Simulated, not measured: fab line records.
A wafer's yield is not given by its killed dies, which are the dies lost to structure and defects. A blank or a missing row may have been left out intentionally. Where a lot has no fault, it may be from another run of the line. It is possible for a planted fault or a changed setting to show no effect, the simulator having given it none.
Chamber matching    flow sky130    4 sister chambers for SKY_VIA2_CMP_02 on cmp-01
The step polishes SiO2. 8 wafers are shown with their chamber, then 11 later ones without.

EACH WAFER AND ITS CHAMBER
wafer   chamber  motor_current_A (A)
L976.3  1        12.7
L976.4  2        11.6
L978.2  3        10.5
L978.6  3        10.7
L979.1  0        11.5
L979.3  2        11.4
L979.4  1        12.3
L980.3  0        11.8

WAFERS WHOSE CHAMBER IS MISSING
wafer   motor_current_A (A)
L980.4  10.4
L980.5  10.9
L981.1  11.2
L981.4  13.4
L981.6  11.3
L982.1  13.6
L982.2  10.7
L982.5  10.6
L985.2  10.7
L985.3  11.6
L985.4  13.1

THE CHAMBER EACH PASSED THROUGH
wafer   from the rows above           in truth
L980.4  3                             3
L980.5  can't be placed: 3 or 2       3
L981.1  can't be placed: 2 or 0 or 3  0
L981.4  1                             1
L981.6  can't be placed: 2 or 0       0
L982.1  1                             1
L982.2  3                             3
L982.5  3                             3
L985.2  3                             3
L985.3  can't be placed: 0 or 2       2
L985.4  1                             1
Correctly placed: 7 of 11. From these rows, 4 cannot be placed; in 4 the true chamber is one of the candidates. Number placed wrongly: 0.
How it was worked out, from the rows above alone: a wafer's distance from a chamber is the root of the sum, over the readings, of the square of ((its reading less the chamber's mean) divided by the reading's scatter). The wafer belongs to the nearest chamber; if the next one is less than 2 further off, it can't be placed. Each chamber's mean is taken over the wafers shown for it. The scatter: take each reading less its chamber's mean, square it, sum over the shown wafers, divide by the number of wafers less the number of chambers, and take the root.
